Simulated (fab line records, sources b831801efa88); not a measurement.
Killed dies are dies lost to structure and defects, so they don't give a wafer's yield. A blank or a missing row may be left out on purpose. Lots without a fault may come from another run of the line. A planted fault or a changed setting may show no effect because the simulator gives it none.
A struck lot beside a sound one | flow gf180mcu | 21 steps out of a route of 602
Sound: wafers L586.1, L586.2, L586.3. Struck: wafers L601.2, L601.3, L601.4. The cause comes at the end.
At each step with rows: each side's tool, then ch and its chambers, then its first start. Under that, the readings that differ: sound wafers | struck wafers | difference of the means | sigmas: that difference in standard deviations of wafers without a fault.
alike: readings whose means differ by less than 2 such deviations, and words and numbers that are the same on both sides. not compared: withheld readings, readings that some wafer has no value for, bounds like >300 that may hide the same value, and numbers for which the record gives no deviation and whose values overlap.
The two part at a step that has a row with sigmas, a row that says differs or no value, or rows on one side only. Numbers that don't overlap but have no deviation are shown without sigmas and don't part them. A reading that every wafer of one side lacks parts them only if that side has two wafers or more.

GF_MIM_SPUTTER_02: material AlCu, target thk 450 nm, time 23.9 s.
  sound on pvd_sputter-04, day 24 13:51; struck on pvd_sputter-01, day 29 17:04
  alike: throttle_valve_pct
GF_MIM_SPUTTER_03: material Ti, target thk 10 nm, time 6.7 s.
  sound on pvd_sputter-04, day 24 13:53; struck on pvd_sputter-01, day 29 17:06
  alike: throttle_valve_pct
then, 1 step without rows for these wafers: GF_MIM_SPUTTER_04 (material TiN, target thk 50 nm, time 41.7 s).
GF_MIM_CVD_05: deposits Si3N4, target thk 42 nm, time 29.086 s.
  sound on pecvd-02 ch 0,1,2, day 24 13:56; struck on pecvd-03 ch 0,1, day 29 17:10
  alike: heater_power_w, rf_fwd_power_W
GF_MIM_THK_MEAS_06:
  sound on film_metro-03, day 24 13:58; struck on film_metro-01, day 29 17:13
  alike: MIM_CVD_05_THK
GF_MIM_SPUTTER_07: material TiN, target thk 60 nm, time 50 s.
  sound on pvd_sputter-03, day 24 14:02; struck on pvd_sputter-03, day 29 17:16
  alike: throttle_valve_pct
then, 1 step without rows for these wafers: GF_MIM_SPUTTER_08 (material AlCu, target thk 200 nm, time 10.6 s).
GF_MIM_SPUTTER_09: material TiN, target thk 35 nm, time 29.2 s.
  sound on pvd_sputter-03, day 24 14:06; struck on pvd_sputter-03, day 29 17:19
  alike: throttle_valve_pct
GF_MIM_RS_MEAS_10: measures by four-point-probe.
  sound on film_metro-03, day 24 14:08; struck on film_metro-02, day 29 17:23
  alike: MIM_ALCU_RS
GF_MIM_THK_MEAS_11: measures by xrf.
  sound on film_metro-03, day 24 14:15; struck on film_metro-02, day 29 17:29
  alike: MIM_ALCU_THK
then, 2 steps without rows for these wafers: GF_MIM_DEHYDRATE_12 (time 60 s); GF_MIM_HMDS_13 (prime time 60 s).
GF_MIM_COAT_14: resist thk 1000 nm.
  sound on litho_track-01 ch 0, day 25 01:16; struck on litho_track-01 ch 0, day 30 01:48
  reading                                  | sound                | struck               | difference | sigmas
  spin_speed_rpm (rpm)                     | 2998.4 3000.0 3001.3 | 3963.6 3958.9 3962.9 | +961.9     | +99 or more
  model.NOVOLAK_of_MIM_COAT_14.thk_nm (nm) | 1002 1004 1003       | 872.7 873.5 873      | -129.9     |
then, 4 steps without rows for these wafers: GF_MIM_SOFTBAKE_15 (time 60 s); GF_MIM_EXPOSE_16 (exposes mask FuseTop, target cd 2000 nm); GF_MIM_PEB_17; GF_MIM_DEVELOP_18 (develop time 60 s).
GF_MIM_METAL_ETCH_19: etches the open film in Cl2/BCl3, stops on Si3N4, target depth 324.5 nm, time 54.1 s.
  sound on rie_metal-01 ch 0,1, day 25 11:25; struck on rie_metal-04 ch 0,1, day 30 11:07
  reading                                  | sound           | struck            | difference | sigmas
  model.NOVOLAK_of_MIM_COAT_14.thk_nm (nm) | 870.7 873.8 873 | 743.8 743.5 744.2 | -128.7     |
  model.MIM.cd_nm (nm)                     | 2003 2002 2002  | 1985 1985 1985    | -17        |
  alike: drypump_motor_current_A, mfc_cl2_sccm, oes_product_au, rf_fwd_power_W, throttle_valve_pct
  not compared: rf_hours_counter_h
GF_MIM_STRIP_20: strips in O2/N2.
  sound on plasma_asher-04 ch 0,1, day 25 11:29; struck on plasma_asher-04 ch 0,1, day 30 11:11
  reading                      | sound             | struck            | difference | sigmas
  oes_product_au (a.u.)        | 0.699 0.696 0.696 | 0.628 0.630 0.638 | -0.065     | -13
  strip_time_to_endpoint_s (s) | 11.23 11.25 11.27 | 9.72 9.72 9.74    | -1.52      | -41
  alike: drypump_motor_current_A, heater_power_w, platen_temp_c
  not compared: rf_hours_counter_h
then, 1 step without rows for these wafers: GF_MIM_STRIP_21 (strips in post etch residue remover, time 1200 s).
GF_PASSIVATION_PROBE_99:
  the record has rows for the sound wafers here (prober-02, day 29 03:41) and none for the struck ones

WHERE THEY PART
First at GF_MIM_COAT_14; last, within this record, at GF_PASSIVATION_PROBE_99.

WHY: what the simulator had put in
Process parameter drift: litho_track-01, from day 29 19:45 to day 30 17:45, at GF_MIM_COAT_14. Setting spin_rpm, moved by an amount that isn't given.
